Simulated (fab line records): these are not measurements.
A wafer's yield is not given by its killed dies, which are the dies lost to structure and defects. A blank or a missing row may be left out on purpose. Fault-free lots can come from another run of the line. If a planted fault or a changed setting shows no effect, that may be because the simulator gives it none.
Split-lot experiment | flow sfq_line | 5 lots, 23 wafers read, on a route of 325 steps

== THE SPLIT ==
At SFQ_TRILAYER_M4_DEP_SPUTTER_091 (material Nb, target thk 200 nm, time 133.3 s), the setting time_s was moved away from the recipe's 133.3 s on 10 of the 23 wafers read, by -11.4% to +13.4%. The other wafers ran this setting at the recipe's value.

== FROM THE SPLIT TO THE READING: what the file shows between them, 5 steps ==
- SFQ_M4_RS_MEAS_924: measures by four-point-probe
- SFQ_TRILAYER_M4_LITHO_EXPOSE_094: exposes mask M4, target cd 500 nm (also split here: dose_mj)
- SFQ_TRILAYER_M4_LITHO_PEB_096: peb time 60 s
- SFQ_TRILAYER_M4_LITHO_DEVELOP_095: time 60 s
- SFQ_TRILAYER_M4_BARC_OPEN_METAL_ETCH_123: etches BARC in O2, target depth 125 nm, time 41.7 s

== THE READING ==
oes_product_au, in a.u., at SFQ_TRILAYER_M4_ETCH_METAL_ETCH_096 (etches Nb in Cl2/Ar, stops on SiO2, target depth 240 nm, time 120 s). A value of 0.891 a.u. with a standard deviation of 0.0077 a.u. is what fault-free wafers of this fab line usually give.

wafer  | tool, chamber at the split | time_s as run, s | against the recipe | oes_product_au, a.u. | against lot-mates on the recipe
L075.1 | pvd_sputter-05, -          | 140.3            | +5.3%              | 0.932                | +0.029
L075.3 | pvd_sputter-05, -          | 140.3            | +5.3%              | 0.928                | +0.025
L075.4 | pvd_sputter-05, -          | 133.3            | recipe             | 0.905                | -
L075.5 | pvd_sputter-05, -          | 133.3            | recipe             | 0.900                | -
L075.6 | pvd_sputter-05, -          | 140.3            | +5.3%              | 0.923                | +0.020
L079.1 | pvd_sputter-03, -          | 133.3            | recipe             | 0.889                | -
L079.4 | pvd_sputter-03, -          | 133.3            | recipe             | 0.887                | -
L079.6 | pvd_sputter-03, -          | 133.3            | recipe             | 0.913                | -
L080.1 | pvd_sputter-06, -          | 133.3            | recipe             | 0.896                | -
L080.3 | pvd_sputter-06, -          | 133.3            | recipe             | 0.883                | -
L080.4 | pvd_sputter-06, -          | 123.8            | -7.1%              | 0.860                | -0.026
L080.5 | pvd_sputter-06, -          | 133.3            | recipe             | 0.879                | -
L080.6 | pvd_sputter-06, -          | 123.8            | -7.1%              | 0.852                | -0.034
L081.1 | pvd_sputter-03, -          | 151.1            | +13.4%             | 0.962                | +0.069
L081.2 | pvd_sputter-03, -          | 133.3            | recipe             | 0.891                | -
L081.3 | pvd_sputter-03, -          | 133.3            | recipe             | 0.894                | -
L081.4 | pvd_sputter-03, -          | 151.1            | +13.4%             | 0.969                | +0.076
L081.6 | pvd_sputter-03, -          | 151.1            | +13.4%             | 0.962                | +0.069
L085.2 | pvd_sputter-03, -          | 133.3            | recipe             | 0.885                | -
L085.3 | pvd_sputter-03, -          | 118.1            | -11.4%             | 0.842                | -0.039
L085.4 | pvd_sputter-03, -          | 118.1            | -11.4%             | 0.834                | -0.047
L085.5 | pvd_sputter-03, -          | 133.3            | recipe             | 0.874                | -
L085.6 | pvd_sputter-03, -          | 133.3            | recipe             | 0.885                | -

THE FIT
A straight line over all 23 wafers: oes_product_au changes by +0.00529 a.u. for each +1% of time_s; r = +0.97; the points scatter about the line by 0.0092 a.u.
The same after taking each lot's own level away (the mean of its wafers on the recipe; 23 wafers): +0.00474 a.u. for each +1%; r = +0.97; scatter 0.0074 a.u.
On that fit, the largest move of time_s shifts the reading by 0.063 a.u.
From 0.8813 to 0.9025 a.u.: that is the span of the lots' own levels, equal to 2.7 times the standard deviation above.
Hence the slope depends on the lot-to-lot level, as the two fits are not the same.
Check: with one of the wafers moved furthest among these (+13.4%) left out of the fit, the line predicts +0.0648 a.u. for it against its lot-mates. Against them it came out at +0.0695 a.u.

== THE OTHER SPLITS THESE WAFERS WENT THROUGH ==
Note: prior to the reading, these wafers also went through further splits. Each is held against what the fit with the lots' levels taken away leaves over:
other split on the same wafers                            | wafers away from the commonest value | r with oes_product_au (lot level and that fit taken away)
SFQ_TRILAYER_M3_DEP_SPUTTER_073 time_s                    | 9                                    | +0.03
SFQ_TRILAYER_M3_LITHO_PEB_078 peb_time_s                  | 2                                    | -0.10
SFQ_TRILAYER_I3_VIA_LITHO_EXPOSE_086 dose_mj              | 7                                    | +0.01
SFQ_TRILAYER_I3_VIA_BARC_OPEN_VIA_ETCH_121 pressure_mtorr | 15                                   | -0.02
SFQ_TRILAYER_M4_LITHO_EXPOSE_094 dose_mj                  | 10                                   | +0.21

== THE WHOLE CHAIN: every reading that the file lists as answering this split, in the file's order ==
step                                | what it does                                                        | reading                                                                                   | change (the file's fit)                   | r (the file's)
SFQ_TRILAYER_M4_DEP_SPUTTER_091     | material Nb, target thk 200 nm, time 133.3 s                        | Nb_of_TRILAYER_M4_DEP_SPUTTER_091.thk_nm (the simulator's own value, which no gauge read) | +1.88 nm for each +1% of the setting      | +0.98
SFQ_M4_RS_MEAS_924                  | measures by four-point-probe                                        | M4_NB_RS                                                                                  | -0.00843 for each +1% of the setting      | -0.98
SFQ_TRILAYER_M4_ETCH_METAL_ETCH_096 | etches Nb in Cl2/Ar, stops on SiO2, target depth 240 nm, time 120 s | oes_product_au                                                                            | +0.00466 a.u. for each +1% of the setting | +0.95

== THE FILE'S OWN FIT ==
oes_product_au changes by +0.00466 a.u. for each +1% of time_s, r = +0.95.
